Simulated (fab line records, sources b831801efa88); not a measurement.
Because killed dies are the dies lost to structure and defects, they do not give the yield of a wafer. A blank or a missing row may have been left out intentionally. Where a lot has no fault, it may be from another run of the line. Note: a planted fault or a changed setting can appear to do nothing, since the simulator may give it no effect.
Split-lot trial || flow sfq-line || 23 wafers read from 5 lots, route of 325 steps

THE SPLIT
At SFQ_TRILAYER_JJ_TRILAYER_DEP_SPUTTER_112 (material Nb, target thk 170 nm, time 113.3 s), the setting time-s was moved away from the recipe's 113.3 s on 8 of the 23 wafers read, by -3.9% to +10.5%. All remaining wafers had this setting at the recipe value.

Between the split and the reading, the file records no step.

THE READING
Measured at SFQ_JJ_RS_MEAS_929 by four-point probe: JJ_NB_RS, in ohm/sq. Fault-free wafers of this fab line usually give 1.050 ohm/sq, standard deviation 0.013 ohm/sq.

{"wafer": "L078.2", "tool, chamber at the split": "pvd-sputter-06, -", "time-s as run, s": 123.9, "against the recipe": "+9.4%", "JJ_NB_RS, ohm/sq": 0.947, "against lot-mates on the recipe": -0.094}
{"wafer": "L078.3", "tool, chamber at the split": "pvd-sputter-06, -", "time-s as run, s": 113.3, "against the recipe": "recipe", "JJ_NB_RS, ohm/sq": 1.047, "against lot-mates on the recipe": "-"}
{"wafer": "L078.4", "tool, chamber at the split": "pvd-sputter-06, -", "time-s as run, s": 123.9, "against the recipe": "+9.4%", "JJ_NB_RS, ohm/sq": 0.952, "against lot-mates on the recipe": -0.089}
{"wafer": "L078.5", "tool, chamber at the split": "pvd-sputter-06, -", "time-s as run, s": 123.9, "against the recipe": "+9.4%", "JJ_NB_RS, ohm/sq": 0.957, "against lot-mates on the recipe": -0.084}
{"wafer": "L078.6", "tool, chamber at the split": "pvd-sputter-06, -", "time-s as run, s": 113.3, "against the recipe": "recipe", "JJ_NB_RS, ohm/sq": 1.034, "against lot-mates on the recipe": "-"}
{"wafer": "L079.1", "tool, chamber at the split": "pvd-sputter-06, -", "time-s as run, s": 113.3, "against the recipe": "recipe", "JJ_NB_RS, ohm/sq": 1.068, "against lot-mates on the recipe": "-"}
{"wafer": "L079.2", "tool, chamber at the split": "pvd-sputter-06, -", "time-s as run, s": 113.3, "against the recipe": "recipe", "JJ_NB_RS, ohm/sq": 1.068, "against lot-mates on the recipe": "-"}
{"wafer": "L079.3", "tool, chamber at the split": "pvd-sputter-06, -", "time-s as run, s": 113.3, "against the recipe": "recipe", "JJ_NB_RS, ohm/sq": 1.068, "against lot-mates on the recipe": "-"}
{"wafer": "L081.1", "tool, chamber at the split": "pvd-sputter-03, -", "time-s as run, s": 113.3, "against the recipe": "recipe", "JJ_NB_RS, ohm/sq": 1.020, "against lot-mates on the recipe": "-"}
{"wafer": "L081.2", "tool, chamber at the split": "pvd-sputter-03, -", "time-s as run, s": 113.3, "against the recipe": "recipe", "JJ_NB_RS, ohm/sq": 1.040, "against lot-mates on the recipe": "-"}
{"wafer": "L081.4", "tool, chamber at the split": "pvd-sputter-03, -", "time-s as run, s": 113.3, "against the recipe": "recipe", "JJ_NB_RS, ohm/sq": 1.025, "against lot-mates on the recipe": "-"}
{"wafer": "L081.5", "tool, chamber at the split": "pvd-sputter-03, -", "time-s as run, s": 113.3, "against the recipe": "recipe", "JJ_NB_RS, ohm/sq": 1.025, "against lot-mates on the recipe": "-"}
{"wafer": "L081.6", "tool, chamber at the split": "pvd-sputter-03, -", "time-s as run, s": 113.3, "against the recipe": "recipe", "JJ_NB_RS, ohm/sq": 1.043, "against lot-mates on the recipe": "-"}
{"wafer": "L083.1", "tool, chamber at the split": "pvd-sputter-03, -", "time-s as run, s": 113.3, "against the recipe": "recipe", "JJ_NB_RS, ohm/sq": 1.054, "against lot-mates on the recipe": "-"}
{"wafer": "L083.3", "tool, chamber at the split": "pvd-sputter-03, -", "time-s as run, s": 125.2, "against the recipe": "+10.5%", "JJ_NB_RS, ohm/sq": 0.957, "against lot-mates on the recipe": -0.095}
{"wafer": "L083.4", "tool, chamber at the split": "pvd-sputter-03, -", "time-s as run, s": 113.3, "against the recipe": "recipe", "JJ_NB_RS, ohm/sq": 1.047, "against lot-mates on the recipe": "-"}
{"wafer": "L083.5", "tool, chamber at the split": "pvd-sputter-03, -", "time-s as run, s": 125.2, "against the recipe": "+10.5%", "JJ_NB_RS, ohm/sq": 0.958, "against lot-mates on the recipe": -0.094}
{"wafer": "L083.6", "tool, chamber at the split": "pvd-sputter-03, -", "time-s as run, s": 113.3, "against the recipe": "recipe", "JJ_NB_RS, ohm/sq": 1.055, "against lot-mates on the recipe": "-"}
{"wafer": "L084.1", "tool, chamber at the split": "pvd-sputter-04, -", "time-s as run, s": 113.3, "against the recipe": "recipe", "JJ_NB_RS, ohm/sq": 1.037, "against lot-mates on the recipe": "-"}
{"wafer": "L084.2", "tool, chamber at the split": "pvd-sputter-04, -", "time-s as run, s": 108.9, "against the recipe": "-3.9%", "JJ_NB_RS, ohm/sq": 1.084, "against lot-mates on the recipe": "+0.048"}
{"wafer": "L084.3", "tool, chamber at the split": "pvd-sputter-04, -", "time-s as run, s": 108.9, "against the recipe": "-3.9%", "JJ_NB_RS, ohm/sq": 1.077, "against lot-mates on the recipe": "+0.040"}
{"wafer": "L084.5", "tool, chamber at the split": "pvd-sputter-04, -", "time-s as run, s": 113.3, "against the recipe": "recipe", "JJ_NB_RS, ohm/sq": 1.036, "against lot-mates on the recipe": "-"}
{"wafer": "L084.6", "tool, chamber at the split": "pvd-sputter-04, -", "time-s as run, s": 108.9, "against the recipe": "-3.9%", "JJ_NB_RS, ohm/sq": 1.069, "against lot-mates on the recipe": "+0.032"}

THE FIT
A straight line over all 23 wafers: JJ_NB_RS changes by -0.00903 ohm/sq for each +1% of time-s; r = -0.95; the points scatter about the line by 0.014 ohm/sq.
The same after taking each lot's own level away (the mean of its wafers on the recipe; 23 wafers): -0.0094 ohm/sq for each +1%; r = -0.99; scatter 0.006 ohm/sq.
That fit puts the effect of the largest move of time-s on the reading at 0.099 ohm/sq.
Across the lots, their own levels run from 1.0306 to 1.0680 ohm/sq, a range of 2.9 times the standard deviation given above.
Hence the lot-to-lot level has little effect on the slope; both slopes agree.
Check: -0.0987 ohm/sq against its lot-mates is what the line predicts for one of the wafers moved furthest among these (+10.5%) when that wafer is left out of the fit. It came out at -0.095 ohm/sq against them.

THE WHOLE CHAIN: every reading that the file lists as answering this split, in the file's order
{"step": "SFQ_TRILAYER_JJ_TRILAYER_DEP_SPUTTER_112", "what it does": "material Nb, target thk 170 nm, time 113.3 s", "reading": "Nb_of_TRILAYER_JJ_TRILAYER_DEP_SPUTTER_112.thk-nm (the simulator's own value, which no gauge read)", "change (the file's fit)": "+1.63 nm for each +1% of the setting", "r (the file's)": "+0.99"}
{"step": "SFQ_JJ_RS_MEAS_929", "what it does": "measures by four-point-probe", "reading": "JJ_NB_RS", "change (the file's fit)": "-0.00927 for each +1% of the setting", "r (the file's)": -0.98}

THE FILE'S OWN FIT
JJ_NB_RS changes by -0.00927 ohm/sq for each +1% of time-s, r = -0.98.
